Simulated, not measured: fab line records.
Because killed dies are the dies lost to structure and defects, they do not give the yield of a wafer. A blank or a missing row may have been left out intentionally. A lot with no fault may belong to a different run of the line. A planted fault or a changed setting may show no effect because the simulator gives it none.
The tool behind it: which one?    flow sfqLine    15 lots with 45 wafers sampled at 5 steps, on a route of 325 steps

== WHAT THE GAUGES SHOWED, per wafer ==
SFQ_M2_OVL_MEAS_916. Usual: M2_OVL typically reads -1 nm, with standard deviation 4.9.
lot   measured      on          M2_OVL (nm)  flag
L852  day 18 13:43  overlay-02  -2 -9 -8     
L853  day 18 23:20  overlay-02  1 2 5        
L854  day 19 13:31  overlay-02  3 -3 1       
L855  day 19 23:07  overlay-01  -5 -7 -11    
L856  day 20 01:32  overlay-02  -5 3 -1      
L857  day 20 13:04  overlay-02  -3 -5 3      
L858  day 21 01:25  overlay-02  0 -4 4       
L859  day 21 06:13  overlay-01  -1 3 1       
L860  day 21 12:13  overlay-02  5 1 2        
L861  day 22 06:13  overlay-02  -1 -5 -1     
L863  day 23 09:56  overlay-01  -6 -9 -10    
L872  day 26 22:11  overlay-01  0 -10 -10    
L873  day 27 11:44  overlay-02  -4 -4 -5     
L874  day 27 20:08  overlay-02  2 8 -3       
L875  day 29 13:29  overlay-01  7 8 4        

SFQ_I3_BOW_MEAS_922. Usual: I3_BOW typically reads 1 um, with standard deviation 9.5.
lot   measured      on            I3_BOW (um)  flag
L852  day 26 09:38  filmMetro-03  19 9 11      
L853  day 26 15:40  filmMetro-03  4 0 -2       
L854  day 27 11:32  filmMetro-03  10 -2 23     
L855  day 27 18:38  filmMetro-02  19 5 2       
L856  day 28 00:40  filmMetro-03  -10 8 0      
L857  day 29 14:23  filmMetro-01  -8 -7 -11    
L858  day 30 10:10  filmMetro-01  0 1 3        
L859  day 30 17:35  filmMetro-01  -2 -3 -13    
L860  day 31 14:35  filmMetro-02  -11 -6 -11   
L861  day 32 21:59  filmMetro-02  3 9 9        
L863  day 33 16:14  filmMetro-01  -5 -7 -8     
L872  day 35 19:59  filmMetro-02  3 10 9       
L873  day 36 06:10  filmMetro-02  1 10 4       
L874  day 36 09:10  filmMetro-01  -7 -5 -10    
L875  day 37 04:22  filmMetro-01  27 13 20     

== WHAT TOOL EACH LOT RAN ON (gives the tool, then ch and the chambers of the sampled wafers, and finally the start) ==
lot   SFQ_TRILAYER_L0_CAP_PECVD_011   SFQ_TRILAYER_L0_VIA_ETCH_VIA_ETCH_016  SFQ_TRILAYER_M3_STRIP_STRIP_079
L852  pecvd-04 ch 0,1,2, day 3 15:04  rieDiel-04 ch 1,2,3, day 5 02:59       rieMetal-01 ch 0,1, day 25 23:20
L853  pecvd-01 ch 0,2, day 3 19:52    rieDiel-04 ch 0,1,3, day 5 10:11       rieMetal-01 ch 0,1, day 26 05:32
L854  pecvd-04 ch 0,1,2, day 4 01:52  rieDiel-03 ch 0,1,2, day 5 13:47       rieMetal-02 ch 0,1, day 26 23:37
L855  pecvd-02 ch 0,1, day 4 05:28    rieDiel-03 ch 0,1,2, day 5 17:23       rieMetal-02 ch 0,1, day 27 10:45
L856  pecvd-02 ch 1,2, day 4 09:04    rieDiel-03 ch 1,2,3, day 6 00:35       rieMetal-01 ch 0,1, day 27 14:33
L857  pecvd-04 ch 0,2, day 4 15:04    rieDiel-03 ch 0,1,3, day 6 05:29       rieMetal-01 ch 0,1, day 29 08:45
L858  pecvd-01 ch 1,2, day 4 23:28    rieDiel-03 ch 1,2,3, day 6 12:41       rieMetal-02 ch 0,1, day 30 00:21
L859  pecvd-04 ch 0,1, day 5 04:16    rieDiel-04 ch 1,2,3, day 6 17:32       rieMetal-01 ch 0,1, day 30 07:39
L860  pecvd-02 ch 0,1,2, day 5 10:16  rieDiel-03 ch 2,3, day 6 22:17         rieMetal-01 ch 0,1, day 31 08:08
L861  pecvd-04 ch 0,2, day 5 16:04    rieDiel-03 ch 0,1,3, day 7 04:17       rieMetal-04 ch 0,1, day 32 00:52
L863  pecvd-02 ch 0,1,2, day 6 10:25  rieDiel-03 ch 0,1,3, day 7 22:17       rieMetal-01 ch 1, day 33 01:40
L872  pecvd-02 ch 0,1,2, day 8 15:07  rieDiel-03 ch 0,2,3, day 10 21:11      rieMetal-01 ch 0,1, day 35 16:07
L873  pecvd-02 ch 0,1,2, day 8 22:19  rieDiel-04 ch 0,1,3, day 11 01:59      rieMetal-01 ch 0,1, day 36 00:34
L874  pecvd-01 ch 0,1, day 9 00:43    rieDiel-03 ch 1,2,3, day 11 05:35      rieMetal-02 ch 0,1, day 36 02:55
L875  pecvd-01 ch 0,1,2, day 9 05:31  rieDiel-04 ch 0,2,3, day 11 11:35      rieMetal-04 ch 0,1, day 37 00:31
- SFQ_TRILAYER_L0_CAP_PECVD_011: deposits SiO2 from SiH4/N2O, time 13.333 s, target thk 60 nm.
- SFQ_TRILAYER_L0_VIA_ETCH_VIA_ETCH_016: etches SiO2 in CHF3, stops on MoNx KI, target depth 80 nm.
- SFQ_TRILAYER_M3_STRIP_STRIP_079: strips in O2.

== WHAT THE TOOLS THEMSELVES READ (means of the sampled wafers that have a number; where no wafer has one, the mark that the record gives instead) ==
SFQ_TRILAYER_L0_CAP_PECVD_011. Usual: heaterPowerOuterW 23 W, standard deviation 5.8; heaterPowerW 74 W, standard deviation 13; rfFwdPowerW 179.8 W, standard deviation 0.96; throttleValvePct 25.2 %, standard deviation 1.1.
lot   tool      heaterPowerOuterW (W)  heaterPowerW (W)  rfFwdPowerW (W)  throttleValvePct (%)  flag
L852  pecvd-04  22                     74                179.3            23.6                  
L853  pecvd-01  24                     73                180.6            24.9                  
L854  pecvd-04  26                     78                178.9            23.8                  
L855  pecvd-02  22                     83                179.8            26.7                  
L856  pecvd-02  20                     72                180.0            25.9                  
L857  pecvd-04  21                     79                179.9            23.5                  
L858  pecvd-01  24                     69                180.9            24.6                  
L859  pecvd-04  29                     89                179.9            23.7                  
L860  pecvd-02  23                     79                179.7            26.3                  
L861  pecvd-04  22                     73                179.4            23.6                  
L863  pecvd-02  21                     76                179.6            26.4                  
L872  pecvd-02  23                     78                179.8            26.3                  
L873  pecvd-02  22                     78                179.6            26.3                  
L874  pecvd-01  28                     79                180.2            24.8                  
L875  pecvd-01  27                     75                180.6            24.8                  

SFQ_TRILAYER_L0_VIA_ETCH_VIA_ETCH_016. Usual: chamberPressureMTorr 30.002 mTorr, standard deviation 0.028; drypumpMotorCurrentA 5.6 A, standard deviation 0.35; oesProductAu 0.843 a.u., standard deviation 0.0073; rfFwdPowerW 494.7 W, standard deviation 2.3.
lot   tool        chamberPressureMTorr (mTorr)  drypumpMotorCurrentA (A)  oesProductAu (a.u.)  rfFwdPowerW (W)  flag
L852  rieDiel-04  29.983                        5.6                       0.845                496.7            
L853  rieDiel-04  29.980                        5.3                       0.840                495.1            
L854  rieDiel-03  29.982                        5.8                       0.844                492.6            
L855  rieDiel-03  30.010                        5.7                       0.833                496.2            
L856  rieDiel-03  30.002                        5.5                       0.840                495.1            
L857  rieDiel-03  30.007                        5.6                       0.845                496.0            
L858  rieDiel-03  29.977                        5.5                       0.840                496.4            
L859  rieDiel-04  30.002                        5.6                       0.854                496.3            
L860  rieDiel-03  30.023                        5.3                       1.008                494.6            OFF
L861  rieDiel-03  29.992                        5.6                       1.021                493.8            OFF
L863  rieDiel-03  29.960                        5.6                       1.011                494.6            OFF
L872  rieDiel-03  30.017                        5.5                       0.844                494.9            
L873  rieDiel-04  29.998                        5.2                       0.840                494.0            
L874  rieDiel-03  30.029                        5.5                       0.850                495.7            
L875  rieDiel-04  30.048                        5.5                       0.845                497.5            

SFQ_TRILAYER_M3_STRIP_STRIP_079. Usual: chamberPressureMTorr 49.99 mTorr, standard deviation 0.046; drypumpMotorCurrentA 5.9 A, standard deviation 0.66; oesProductAu 0.997 a.u., standard deviation 0.0098.
lot   tool         chamberPressureMTorr (mTorr)  drypumpMotorCurrentA (A)  oesProductAu (a.u.)  flag
L852  rieMetal-01  49.97                         6.3                       0.998                
L853  rieMetal-01  50.03                         6.4                       0.996                
L854  rieMetal-02  49.99                         5.1                       0.995                
L855  rieMetal-02  49.99                         5.0                       1.000                
L856  rieMetal-01  50.02                         6.3                       0.996                
L857  rieMetal-01  50.04                         6.3                       1.010                
L858  rieMetal-02  49.97                         5.0                       0.992                
L859  rieMetal-01  50.05                         6.4                       1.004                
L860  rieMetal-01  49.98                         6.4                       1.001                
L861  rieMetal-04  50.04                         6.3                       1.001                
L863  rieMetal-01  50.01                         6.2                       0.982                
L872  rieMetal-01  49.99                         6.3                       0.988                
L873  rieMetal-01  49.95                         6.4                       0.991                
L874  rieMetal-02  50.01                         4.8                       1.001                
L875  rieMetal-04  49.99                         5.9                       1.012                

== THE ANSWER, worked out from the rows above alone ==
Rule: lot off if the mean of its wafers having a number is beyond 3 standard deviations from the usual mean. Also off: a lot with no number at a reading for which 4 or more lots have one. The other lots that the step has rows for count as sound. First the gauges in route order, then the tools' own readings, where a lot's mean is used as printed above. The first step at which some lot is off is used, and at that step the reading that is off furthest; a lot without a number counts as furthest.
Off: L860, L861, L863 (SFQ_TRILAYER_L0_VIA_ETCH_VIA_ETCH_016, oesProductAu).
A tool fits if, at that step or a process step before it, it ran every lot that is off, and no sound lot after the first of them. No candidate that was tried fits.

== WHAT THE SIMULATOR HAD INSERTED ==
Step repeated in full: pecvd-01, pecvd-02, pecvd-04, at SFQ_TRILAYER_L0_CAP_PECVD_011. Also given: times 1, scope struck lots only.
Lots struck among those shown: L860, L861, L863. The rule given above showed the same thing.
